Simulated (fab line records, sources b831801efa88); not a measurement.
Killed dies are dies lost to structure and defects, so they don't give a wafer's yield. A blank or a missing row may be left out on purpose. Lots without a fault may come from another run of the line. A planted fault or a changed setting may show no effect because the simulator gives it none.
One fault seen from 2 desks | flow sky130 | each desk has only its own numbers; what lay behind them comes last

THE TOOL OWNER'S DESK: implanter-01
The tool's own readings at SKY_NWELL_IMPLANT_11: means of the sampled wafers that have a number, for each lot that ran on this tool. A lot is out of limits, marked OUT, if its mean lies more than 4 standard deviations from the usual mean; the brackets give that distance.
Columns: A = beam_energy_keV at SKY_NWELL_IMPLANT_11, usual 400.00; B = beam_on_s at SKY_NWELL_IMPLANT_11, usual 10.01 s; C = faraday_current_uA at SKY_NWELL_IMPLANT_11, usual 107.0
lot  | first seen here | A      | B              | C
L426 | day 4 19:22     | 400.01 | 10.05          | 106.7
L427 | day 5 00:02     | 399.91 | 9.88           | 108.8
L429 | day 5 07:46     | 399.84 | 9.88           | 108.4
L433 | day 6 09:50     | 400.00 | 10.17          | 105.5
L437 | day 7 03:29     | 400.15 | 7.62 (-11) OUT | 140.6 (+15) OUT
L439 | day 7 19:16     | 399.95 | 7.63 (-11) OUT | 140.4 (+15) OUT
This desk's finding: out of limits on L437, L439; first on L437, day 7 03:29 (beam_on_s at SKY_NWELL_IMPLANT_11). In limits: L426, L427, L429, L433.

THE METROLOGY DESK
What the gauges read, lot by lot, whatever tool the lot ran on: means of the sampled wafers that have a number. A lot is out of limits, marked OUT, if its mean lies more than 4 standard deviations from the usual mean; the brackets give that distance.
Columns: A = NWELL_OXIDATION_THK at SKY_NWELL_THK_MEAS_02, usual 9.92 nm; B = DNWELL_TW at SKY_DNWELL_TW_MEAS_09, usual 1118; C = NWELL_TW at SKY_NWELL_TW_MEAS_15, usual 1830; D = NWELL_RS at SKY_NWELL_RS_MEAS_29, usual 625.0 ohm/sq
lot  | first seen here | A     | B    | C              | D
L426 | day 2 17:45     | 9.81  | 1122 | 1830           | 625.5
L427 | day 2 22:16     | 9.92  | 1118 | 1821           | 625.9
L428 | day 3 02:04     | 9.98  | 1117 | 1826           | 628.0
L429 | day 3 05:14     | 9.99  | 1120 | 1828           | 623.2
L431 | day 3 20:58     | 10.27 | 1110 | 1814           | 624.9
L432 | day 3 23:13     | 10.16 | 1117 | 1817           | 624.3
L433 | day 4 03:18     | 10.09 | 1113 | 1818           | 625.7
L437 | day 4 19:40     | 10.27 | 1114 | 1703 (-12) OUT | 719.3 (+50) OUT
L438 | day 5 02:06     | 9.93  | 1116 | 1846           | 623.4
L439 | day 5 11:21     | 10.15 | 1122 | 1699 (-12) OUT | 718.2 (+49) OUT
L447 | day 7 12:36     | 9.69  | 1122 | 1821           | 623.7
L449 | day 8 03:43     | 9.70  | 1123 | 1844           | 625.3
This desk's finding: out of limits on L437, L439; first on L437, day 7 04:02 (NWELL_TW at SKY_NWELL_TW_MEAS_15). In limits: L426, L427, L428, L429, L431, L432, L433, L438, L447, L449.

PUT TOGETHER
The tool owner's desk could have raised an alarm at day 7 03:29, on L437, L439.
The metrology desk could have raised an alarm at day 7 04:02, on L437, L439.
Of the lots named, all ran SKY_NWELL_IMPLANT_11 on implanter-01.

WHAT THE SIMULATOR HAD PUT IN
Process parameter drift: implanter-01, from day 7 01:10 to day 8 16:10, at SKY_NWELL_IMPLANT_11. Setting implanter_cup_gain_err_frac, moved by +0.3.
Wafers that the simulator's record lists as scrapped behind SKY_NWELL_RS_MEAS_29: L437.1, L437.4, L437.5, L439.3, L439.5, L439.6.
Lots struck among those shown: L437, L439.
Hours from the fault's start to each desk's first reading out of limits: the tool owner's desk, 2; the metrology desk, 3.
